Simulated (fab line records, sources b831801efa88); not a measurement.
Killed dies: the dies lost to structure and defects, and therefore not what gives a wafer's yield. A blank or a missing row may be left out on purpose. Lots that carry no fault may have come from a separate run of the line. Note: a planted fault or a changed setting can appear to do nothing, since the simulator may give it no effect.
Which tool is to blame?    flow sfq_line    Sampling: 16 lots, 48 wafers, 3 of 325 route steps

## WHAT THE GAUGES SHOWED, per wafer
SFQ_INCOMING_BOW_MEAS_900. Usual: INCOMING_BOW 0 um, standard deviation 6.1.
lot   measured     on             INCOMING_BOW (um)  flag
L268  day 1 10:01  film_metro-04  12 -4 5            
L269  day 1 15:02  film_metro-03  4 4 1              
L270  day 1 20:01  film_metro-04  -1 13 2            
L271  day 2 01:01  film_metro-04  -4 -8 4            
L272  day 2 06:02  film_metro-04  2 6 1              
L273  day 2 11:01  film_metro-04  4 3 -5             
L276  day 3 02:00  film_metro-01  -1 -2 -1           
L277  day 3 07:01  film_metro-01  1 5 -5             
L278  day 3 12:01  film_metro-01  3 0 10             
L279  day 3 17:00  film_metro-01  2 -2 13            
L280  day 3 22:00  film_metro-01  2 -5 -3            
L281  day 4 03:00  film_metro-03  9 6 9              
L282  day 4 08:01  film_metro-04  -9 -3 0            
L283  day 4 13:02  film_metro-04  5 3 0              
L284  day 4 18:01  film_metro-01  0 -1 5             
L285  day 4 23:01  film_metro-03  -8 -9 -2           

SFQ_I0_OVL_MEAS_908. Usual: I0_OVL -2 nm, standard deviation 5.1.
lot   measured      on          I0_OVL (nm)  flag
L268  day 18 00:17  overlay-02  -1 -2 -1     
L269  day 18 17:00  overlay-01  -1 1 3       
L270  day 19 02:36  overlay-02  0 2 -2       
L271  day 19 12:12  overlay-01  6 4 10       
L272  day 20 01:48  overlay-02  2 0 6        
L273  day 20 11:23  overlay-02  -3 -2 -6     
L276  day 21 09:05  overlay-02  -2 -1 3      
L277  day 21 13:53  overlay-01  -4 -2 4      
L278  day 21 18:41  overlay-02  -10 -14 -8   
L279  day 22 04:17  overlay-01  -11 -6 -4    
L280  day 22 16:05  overlay-02  -5 -10 0     
L281  day 22 23:17  overlay-02  3 -1 3       
L282  day 23 20:53  overlay-02  -9 1 -1      
L283  day 24 18:03  overlay-02  -2 -3 -4     
L284  day 25 14:26  overlay-02  -4 1 -3      
L285  day 25 17:04  overlay-02  -6 5 -2      

## EACH LOT AND THE TOOL THAT RAN IT (in order: tool; ch and the chambers of the sampled wafers; start)
lot   SFQ_TRILAYER_L0_VIA_STRIP_STRIP_017
L268  rie_metal-03 ch 0,1, day 7 21:55
L269  rie_metal-01 ch 0, day 8 03:07
L270  rie_metal-03 ch 1, day 8 14:55
L271  rie_metal-03 ch 1, day 8 20:55
L272  rie_metal-04 ch 0,1, day 9 01:50
L273  rie_metal-01 ch 0, day 9 05:26
L276  rie_metal-04 ch 1, day 9 20:50
L277  rie_metal-01 ch 1, day 10 00:26
L278  rie_metal-04 ch 0, day 10 04:02
L279  rie_metal-03 ch 1, day 10 11:14
L280  rie_metal-04 ch 0,1, day 10 20:58
L281  rie_metal-03 ch 0,1, day 11 05:22
L282  rie_metal-01 ch 0,1, day 11 19:46
L283  rie_metal-03 ch 0,1, day 12 11:34
L284  rie_metal-03 ch 0,1, day 12 20:30
L285  rie_metal-03 ch 0,1, day 13 01:52
- SFQ_TRILAYER_L0_VIA_STRIP_STRIP_017: strips in O2.

## WHAT THE TOOLS THEMSELVES READ (means of the sampled wafers that have a number; where no wafer has one, the mark that the record gives instead)
SFQ_TRILAYER_L0_VIA_STRIP_STRIP_017. Usual: drypump_motor_current_A 5.76 A, standard deviation 0.25; he_backside_leak_sccm 3.4 sccm, standard deviation 0.36; oes_product_au 0.999 a.u., standard deviation 0.0077.
lot   tool          drypump_motor_current_A (A)  he_backside_leak_sccm (sccm)  oes_product_au (a.u.)  flag
L268  rie_metal-03  5.90                         3.5                           1.010                  
L269  rie_metal-01  5.66                         3.3                           1.003                  
L270  rie_metal-03  6.09                         3.4                           1.001                  
L271  rie_metal-03  6.12                         3.5                           0.997                  
L272  rie_metal-04  5.53                         4.4                           0.999                  
L273  rie_metal-01  5.67                         3.2                           0.999                  
L276  rie_metal-04  5.34                         3.2                           1.001                  
L277  rie_metal-01  5.97                         3.5                           0.999                  
L278  rie_metal-04  5.89                         3.6                           1.001                  
L279  rie_metal-03  6.12                         3.4                           1.004                  
L280  rie_metal-04  5.71                         3.6                           1.007                  
L281  rie_metal-03  5.95                         3.3                           1.002                  
L282  rie_metal-01  5.77                         3.3                           1.008                  
L283  rie_metal-03  5.75                         3.4                           0.995                  
L284  rie_metal-03  5.94                         3.3                           0.999                  
L285  rie_metal-03  5.74                         3.2                           1.005                  

## THE ANSWER, worked out from the rows above alone
Rule: a lot is off if the mean of its wafers that have a number lies more than 3 standard deviations from the usual mean. A lot without any number at a reading at which 4 lots or more have one is off too. All remaining lots with rows at the step are treated as sound. First the gauges in route order, then the tools' own readings, where a lot's mean is used as printed above. At the first step where some lot is off, the reading lying furthest off is the one used; lots without a number count as furthest.
Across all readings shown, no lot is off: no conclusion can be drawn from this.

## WHAT HAD BEEN PUT IN BY THE SIMULATOR
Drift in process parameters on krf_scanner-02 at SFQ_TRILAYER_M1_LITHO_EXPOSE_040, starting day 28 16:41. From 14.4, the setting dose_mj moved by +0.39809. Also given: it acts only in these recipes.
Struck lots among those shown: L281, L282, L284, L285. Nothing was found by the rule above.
